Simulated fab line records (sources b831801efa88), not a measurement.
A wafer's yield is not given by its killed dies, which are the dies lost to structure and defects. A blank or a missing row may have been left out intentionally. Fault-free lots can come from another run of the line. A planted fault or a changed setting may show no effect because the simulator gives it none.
A single fault, viewed from 2 desks | flow sky130 | only its own numbers are on each desk; what lay behind them is given at the end

== METROLOGY DESK ==
What the gauges read for every lot (on any tool): the sampled wafers with a number, averaged. Marked OUT: a lot whose mean sits more than 4 standard deviations from the usual mean, which makes it out of limits; the brackets give that distance.
Columns: A = cd-nm at SKY_FIELD_ISO_CD_MEAS_13, usual 150.5 nm; B = LDD_P_OVL at SKY_LDD_P_OVL_MEAS_08, usual -0.3 nm
lot  | first seen here | A                | B
L431 | day 2 04:38     | 151.3            | -0.3
L432 | day 2 12:01     | 150.1            | 0.9
L433 | day 2 14:36     | 150.2            | 0.2
L434 | day 2 22:07     | 150.8            | 0.5
L435 | day 3 01:24     | 149.4            | -1.1
L441 | day 4 08:32     | 152.8            | -0.7
L443 | day 4 19:53     | 126.6 (-14) OUT  | -1.0
L445 | day 5 05:06     | 140.9 (-5.6) OUT | 0.3
L449 | day 6 03:29     | 152.4            | 1.9
L450 | day 6 07:37     | 149.3            | 0.4
Finding of this desk: L443, L445 out of limits; the first was L443 at day 4 19:53, on cd-nm at SKY_FIELD_ISO_CD_MEAS_13. Within limits: L431, L432, L433, L434, L435, L441, L449, L450.

== TOOL OWNER'S DESK, krf-scanner-01 ==
The tool's own readings at SKY_FIELD_ISO_EXPOSE_10 (exposes mask FOM, target cd 150 nm): means of the sampled wafers that have a number, for each lot that ran on this tool. Marked OUT: a lot whose mean sits more than 4 standard deviations from the usual mean, which makes it out of limits; the brackets give that distance.
Columns: A = exposure-dose-mJ-cm2 at SKY_FIELD_ISO_EXPOSE_10, usual 27.99; B = reticle-temp-C at SKY_FIELD_ISO_EXPOSE_10, usual 23.00 C; C = stage-vel-mm-s at SKY_FIELD_ISO_EXPOSE_10, usual 499.99 mm/s
lot  | first seen here | A               | B     | C
L432 | day 2 04:28     | 28.01           | 22.82 | 499.97
L435 | day 2 18:21     | 28.00           | 23.05 | 499.61
L443 | day 4 11:16     | 27.14 (-26) OUT | 22.94 | 500.09
L445 | day 4 21:25     | 26.43 (-47) OUT | 23.02 | 500.03
Finding of this desk: L443, L445 out of limits; the first was L443 at day 4 11:16, on exposure-dose-mJ-cm2 at SKY_FIELD_ISO_EXPOSE_10. Within limits: L432, L435.

== ALL TOGETHER ==
The tool owner's desk could have raised an alarm at day 4 11:16, on L443, L445.
The metrology desk could have raised an alarm at day 4 19:53, on L443, L445.
Every lot named ran SKY_FIELD_ISO_EXPOSE_10 on krf-scanner-01.

== WHAT THE SIMULATOR HAD PUT IN ==
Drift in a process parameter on krf-scanner-01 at SKY_FIELD_ISO_EXPOSE_10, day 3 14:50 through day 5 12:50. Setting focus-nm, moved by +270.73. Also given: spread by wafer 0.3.
Shown lots that were struck: L443, L445.
Hours from the fault's start to each desk's first reading out of limits: the tool owner's desk, 20; the metrology desk, 29.
